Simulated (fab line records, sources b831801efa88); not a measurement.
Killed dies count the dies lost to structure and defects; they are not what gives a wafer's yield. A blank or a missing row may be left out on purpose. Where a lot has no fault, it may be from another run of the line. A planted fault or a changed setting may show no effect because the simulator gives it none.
What tool caused it? ; flow gf180mcu ; Sampling: 7 lots, 21 wafers, 2 of 602 route steps

WHAT THE GAUGES SHOWED, per wafer
GF_M5_OVL_MEAS_08.
lot;measured;on;M5_OVL (nm)
L273;day 27 13:34;overlay-02;3 -1 9
L275;day 28 07:51;overlay-02;-6 -1 -2
L277;day 29 02:13;overlay-02;6 7 12
L279;day 29 18:56;overlay-01;2 -7 -1
L283;day 30 21:57;overlay-01;6 2 1
L290;day 32 09:03;overlay-02;-7 -1 -2
L292;day 32 20:59;overlay-01;1 -3 -8

TOOL THAT RAN EACH LOT (tool first, then ch and the chambers of the sampled wafers, then the start)
lot;GF_MIM_SPUTTER_09
L273;pvdSputter-02, day 25 21:09
L275;pvdSputter-02, day 26 15:37
L277;pvdSputter-01, day 27 10:38
L279;pvdSputter-01, day 28 03:47
L283;pvdSputter-03, day 29 08:27
L290;pvdSputter-03, day 30 21:42
L292;pvdSputter-03, day 31 11:35
- GF_MIM_SPUTTER_09: material TiN, target thk 35 nm, time 29.2 s.

THE ANSWER, worked out from the rows above alone
Rule: what is usual is taken from the lots themselves. Put in order of their means at a reading, lots are off if they are a third of the lots or fewer, leave a main group of 4 or more, and stand apart from it by a gap of 3 or more times the standard deviation of the main group's means; of several such gaps the widest counts. If all means in a main group match to the digits the tables above print for the reading, that group is not used. A lot without any number at a reading at which 4 lots or more have one is off too. Any other lot the step has rows for is counted as sound.
No lot is off at any reading shown: from this, nothing can be told.

WHAT THE SIMULATOR HAD PUT IN
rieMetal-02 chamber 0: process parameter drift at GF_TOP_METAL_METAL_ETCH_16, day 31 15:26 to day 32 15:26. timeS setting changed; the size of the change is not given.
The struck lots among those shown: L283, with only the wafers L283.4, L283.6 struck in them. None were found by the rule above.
